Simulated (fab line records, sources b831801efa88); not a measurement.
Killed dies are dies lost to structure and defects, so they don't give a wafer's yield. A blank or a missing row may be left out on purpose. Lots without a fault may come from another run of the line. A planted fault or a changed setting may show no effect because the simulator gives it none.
fab line records | flow sky130 | part 2 of 2: steps 43 to 43 of 43
record lots=6 wafers=18 last_day=50
route steps=708 shown LDD_LDN@294 SPACER@304 POLY_CUT@307 SD_P@320 RES_XHIGH@332 PAD_OPEN@708
lots that met no fault: from a run of the same line without faults
start_h: hours from the record's first day to the start of the lot's first wafer shown | wait_h: hours since the lot's step before | " the same as in the row above | L1.1+2: a row that stands for several wafers | - no value, or no start given | * or withheld: withheld | < > ~ a bound
route shown NAME@n: a module of which the file shows steps, and the number in the route of the first | usual: mean/standard deviation of fault-free wafers | same: alike in all rows | chamber/n: place in a boat | sites: the reading at each site | _std_site: their standard deviation | _edge_site: outer sites' mean less inner sites' | radius_mm: how far each site lies from the wafer's centre | mask NAME#n: copy n | behind: the tool/chamber that last shaped the wafer | hold: why the lot was held/for how many hours/how that ended | device: the transistor (n, p or np) that didn't switch | end of line: the same wafers' tests at the end of the route | a step without rows: its recipe alone | killed: dies lost to structure and defects at the first sort, not the wafer's yield | map: a wafer's dies, x killed, . not, _ none there
set.NAME: the setting as run; set.NAME@STEP: as run at that earlier step | model.NAME: the simulator's own value behind a step, which no gauge read
lots at some steps of the route; a table a step, a row a wafer
services: from which hour (start_h, from the record's first day; less than 0 if before it) a tool's chamber was out of use, for how many hours, and why
## steps
# step SKY_PAD_OPEN_PROBE_99
# usual killed_at_M0_to_M3=44/6.3 killed_at_M4_up=3.1/1.8 killed_at_contacts=25/5.1 killed_at_front_end=15/4.1 killed_at_other=0.3/0.71 killed_dies=87/8.8 killed_open=47/6.8 killed_short=40/6.7
# same gross_dies=492 killed_at_back_side=0
# columns lot.wafer tool chamber start_h wait_h killed_at_M0_to_M3 killed_at_M4_up killed_at_contacts killed_at_front_end killed_at_other killed_dies killed_open killed_short
L640.2 prober-02 - 1088.17 0.1 46 2 26 18 0 92 50 42
L640.3 prober-02 - 1088.22 0.2 36 6 22 16 1 81 43 38
L640.5 prober-02 - 1088.32 0.2 47 4 21 10 2 84 35 49
L643.1 prober-01 - 1105.08 0.1 45 4 26 9 1 85 47 38
L643.2 prober-01 - 1105.13 0.1 36 3 24 19 0 82 42 40
L643.6 prober-01 - 1105.33 0.2 36 2 31 10 0 79 50 29
L646.1 prober-02 - 1116.90 0.1 57 3 22 17 0 99 53 46
L646.5 prober-02 - 1117.10 0.2 34 6 26 13 4 83 48 31
L646.6 prober-02 - 1117.15 0.2 47 3 22 7 1 80 42 37
L652.1 prober-02 - 1154.85 0.1 47 3 21 71 0 142 40 42
L652.2 prober-02 - 1154.90 0.1 46 3 26 15 0 90 56 34
L652.3 prober-02 - 1154.95 0.2 49 2 20 17 0 88 44 44
L653.3 prober-01 - 1163.08 0.2 46 2 25 16 0 89 47 42
L653.4 prober-01 - 1163.13 0.2 38 5 24 79 0 146 46 36
L653.5 prober-01 - 1163.18 0.2 41 1 26 83 1 152 44 44
L659.1 prober-01 - 1191.67 0.1 37 1 25 10 0 73 31 42
L659.4 prober-01 - 1191.82 0.2 52 3 23 16 1 95 40 55
L659.6 prober-01 - 1191.92 0.2 38 5 26 10 0 79 36 43
# killed by level:class
L640.2 VIA1:geometric_particle:open=12 LI_CONTACT:geometric_particle:open=8 VIA3:geometric_particle:open=7 FIELD_ISO:geometric_particle:short=6 CONTACT:geometric_particle:open=6 VIA1:geometric_particle:short=6 FIELD_ISO:geometric_particle:open=5 LOCAL_INTERCONNECT:geometric_particle:short=5
L640.3 VIA1:geometric_particle:open=10 CONTACT:geometric_particle:short=6 CONTACT:geometric_particle:open=6 METAL4:geometric_particle:short=6 POLY_GATE:geometric_particle:short=5 VIA2:geometric_particle:open=5 VIA3:geometric_particle:open=5 LI_CONTACT:geometric_particle:open=4
L640.5 VIA1:geometric_particle:short=13 VIA1:geometric_particle:open=8 LI_CONTACT:geometric_particle:open=6 VIA2:geometric_particle:open=6 VIA3:geometric_particle:open=5 METAL2:geometric_particle:short=5 CONTACT:geometric_particle:short=5 CONTACT:geometric_particle:open=5
L643.1 LI_CONTACT:geometric_particle:open=10 CONTACT:geometric_particle:open=8 METAL1:geometric_particle:short=7 METAL2:geometric_particle:short=6 VIA1:geometric_particle:open=6 VIA2:geometric_particle:open=6 VIA3:geometric_particle:open=6 CONTACT:geometric_particle:short=4
L643.2 VIA1:geometric_particle:open=13 POLY_GATE:geometric_particle:short=7 CONTACT:geometric_particle:open=7 LI_CONTACT:geometric_particle:open=6 METAL2:geometric_particle:short=5 CONTACT:geometric_particle:short=5 VIA1:geometric_particle:short=5 VIA2:geometric_particle:open=5
L643.6 LI_CONTACT:geometric_particle:open=11 VIA3:geometric_particle:open=10 CONTACT:geometric_particle:open=9 VIA2:geometric_particle:open=6 METAL2:geometric_particle:short=6 LOCAL_INTERCONNECT:geometric_particle:short=4 FIELD_ISO:geometric_particle:open=3 FIELD_ISO:geometric_particle:short=3
L646.1 VIA1:geometric_particle:open=10 VIA2:geometric_particle:open=9 VIA3:geometric_particle:open=9 LI_CONTACT:geometric_particle:open=6 LOCAL_INTERCONNECT:geometric_particle:short=6 POLY_GATE:geometric_particle:open=5 METAL1:geometric_particle:short=5 CONTACT:geometric_particle:open=5
L646.5 VIA3:geometric_particle:open=12 VIA1:geometric_particle:open=9 CONTACT:geometric_particle:short=7 FIELD_ISO:geometric_particle:open=6 LI_CONTACT:geometric_particle:open=6 LOCAL_INTERCONNECT:geometric_particle:short=6 CONTACT:geometric_particle:open=5 METAL4:geometric_particle:short=4
L646.6 VIA1:geometric_particle:open=8 CONTACT:geometric_particle:open=7 METAL1:geometric_particle:short=7 VIA3:geometric_particle:open=7 LI_CONTACT:geometric_particle:open=6 VIA3:geometric_particle:short=5 LOCAL_INTERCONNECT:geometric_particle:short=4 CONTACT:geometric_particle:short=4
L652.1 SPACER:unspecified=60 VIA1:geometric_particle:open=13 VIA1:geometric_particle:short=9 LI_CONTACT:geometric_particle:open=8 METAL1:geometric_particle:short=6 VIA2:geometric_particle:open=6 POLY_GATE:geometric_particle:short=5 LOCAL_INTERCONNECT:geometric_particle:short=4
L652.2 VIA1:geometric_particle:open=12 CONTACT:geometric_particle:open=11 LI_CONTACT:geometric_particle:open=9 METAL2:geometric_particle:short=9 VIA3:geometric_particle:open=9 METAL1:geometric_particle:short=6 FIELD_ISO:geometric_particle:open=5 LOCAL_INTERCONNECT:geometric_particle:short=5
L652.3 VIA1:geometric_particle:open=11 FIELD_ISO:geometric_particle:short=7 METAL2:geometric_particle:short=7 VIA2:geometric_particle:open=6 VIA3:geometric_particle:open=6 LI_CONTACT:geometric_particle:open=5 LI_CONTACT:geometric_particle:short=4 LOCAL_INTERCONNECT:geometric_particle:short=4
L653.3 METAL1:geometric_particle:short=10 VIA1:geometric_particle:open=9 LI_CONTACT:geometric_particle:open=8 CONTACT:geometric_particle:open=7 VIA3:geometric_particle:open=6 VIA2:geometric_particle:open=6 METAL2:geometric_particle:short=5 FIELD_ISO:geometric_particle:short=4
L653.4 SPACER:unspecified=64 CONTACT:geometric_particle:open=10 VIA3:geometric_particle:open=7 LI_CONTACT:geometric_particle:open=6 METAL1:geometric_particle:short=6 VIA1:geometric_particle:open=6 VIA2:geometric_particle:open=6 POLY_GATE:geometric_particle:short=4
L653.5 SPACER:unspecified=64 LI_CONTACT:geometric_particle:open=12 VIA1:geometric_particle:open=10 FIELD_ISO:geometric_particle:short=7 CONTACT:geometric_particle:short=7 FIELD_ISO:geometric_particle:open=5 VIA1:geometric_particle:short=5 METAL2:geometric_particle:short=5
L659.1 LI_CONTACT:geometric_particle:open=7 VIA1:geometric_particle:open=6 CONTACT:geometric_particle:open=6 METAL2:geometric_particle:short=6 METAL1:geometric_particle:short=5 LOCAL_INTERCONNECT:geometric_particle:short=4 CONTACT:geometric_particle:short=4 VIA1:geometric_particle:short=4
L659.4 FIELD_ISO:geometric_particle:short=9 VIA2:geometric_particle:open=9 LOCAL_INTERCONNECT:geometric_particle:short=8 VIA1:geometric_particle:open=8 METAL2:geometric_particle:short=7 LI_CONTACT:geometric_particle:open=6 METAL1:geometric_particle:short=6 VIA2:geometric_particle:short=6
L659.6 METAL1:geometric_particle:short=9 LI_CONTACT:geometric_particle:open=7 CONTACT:geometric_particle:short=6 CONTACT:geometric_particle:open=6 VIA3:geometric_particle:open=6 VIA1:geometric_particle:open=5 VIA1:geometric_particle:short=4 LI_CONTACT:geometric_particle:short=4
# map L652.1 (x killed, . not)
__________......x..._________
________x...x...xx.xx._______
______x..x.......x...x.._____
_____..x...............x.____
____...x.................x___
___..x.........x......x....__
__..x.x.....x..............._
_..x.......xxx..xxxxx...xx...
_.xx....xxx.xx........x..xx..
_......x............x.x.x....
_................xx......x.x.
_..x.x.x.x....x..............
_........x.x.x.xx.xx...x.....
_.x......x......xxxxxx.....x.
_...............xxxxxx.x...x.
__...........xxxxxxxxxxx...._
___....x.....xxxxxxxxxx....__
____..........xxxxxxxxx..x___
_____.....xx..xxxxxxxxxx.____
______.....x...xxxxxxx.x_____
________.......xx..xxx_______
__________.x...x.x.x_________
# map L653.5 (x killed, . not)
__________..x..x...._________
________......x..x...._______
______..x.x..x.......x.._____
_____....x......x.....xx.____
____.x..x.x...x.......x...___
___..x.......x.......x....x__
__.........x..x...x........._
_.................xx....x..x.
_...x.x.....x..x....x........
_..x............x...x........
_..x.x..x..x.......x.....xxx.
_.....x.....x...xxx.......x.x
_....x.x..x...x.x........x...
_.......x........xxxx.x...x.x
_.......xx..x.xxxxxxxxxx....x
__...........x.xxxxxxxxxx.x._
___.....x.x..xxxxxxxxxx.x..__
____x...x...xxxxxxxxxxxxx.___
_____..x..x..xxxxxxxxxx..____
______x.......xxxxxxxxx._____
________.x..xx.xx...xx_______
__________x..x..xx.._________
## services
# columns tool chamber start_h hours kind
plasma_asher-02 - 536.80 28.1 pm
rie_diel-01 - 538.66 2.8 pm
rie_diel-04 3 569.90 13.8 repair
plasma_asher-02 - 594.92 15.6 pm
rie_diel-04 1 608.80 12.0 repair
plasma_asher-02 - 623.06 0.9 repair
rie_diel-04 2 630.27 6.6 repair
rie_diel-04 3 630.38 3.8 repair
plasma_asher-04 - 632.99 1.6 repair
rie_diel-03 0 643.34 2.5 repair
plasma_asher-01 - 653.36 1.6 repair
plasma_asher-01 - 666.04 2.8 pm
rie_diel-03 2 666.11 3.6 repair
rie_diel-02 0 666.63 8.1 repair
rie_diel-02 1 670.75 6.6 repair
plasma_asher-03 - 681.79 1.5 repair
rie_diel-01 2 699.93 15.7 repair
rie_diel-04 0 701.29 4.8 repair
plasma_asher-03 - 701.90 4.3 pm
plasma_asher-01 - 705.87 4.0 repair
rie_diel-03 0 706.05 3.6 repair
rie_diel-03 0 732.20 8.2 repair
plasma_asher-02 - 733.75 9.0 pm
rie_diel-02 2 736.56 2.1 repair
## key
first_sign step=SKY_PAD_OPEN_PROBE_99 reading=killed_at_front_end direction=up sigmas=15 usual=15 struck=78
effect step=SKY_PAD_OPEN_PROBE_99 reading=killed_dies direction=up sigmas=6.8 usual=87 struck=147
met_at SKY_SPACER_ETCHBACK_02
struck_wafers L652.1,L653.4,L653.5
tester_left_out L652,L653
onset_between 551.04 644.85
fault kind=chamber_particle_source tool=rie_diel-02 chamber=1 onset_h=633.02 steps=SKY_SPACER_ETCHBACK_02 rate_per_visit_cm2=1.4356 end_h=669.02
# tester_left_out: of these lots the tester's yield and bins aren't shown, on N5 and GAA mostly nor the transistor test; their killed dies are dies lost to structure and defects alone, not to doping, threshold or leakage, so they don't give the yield
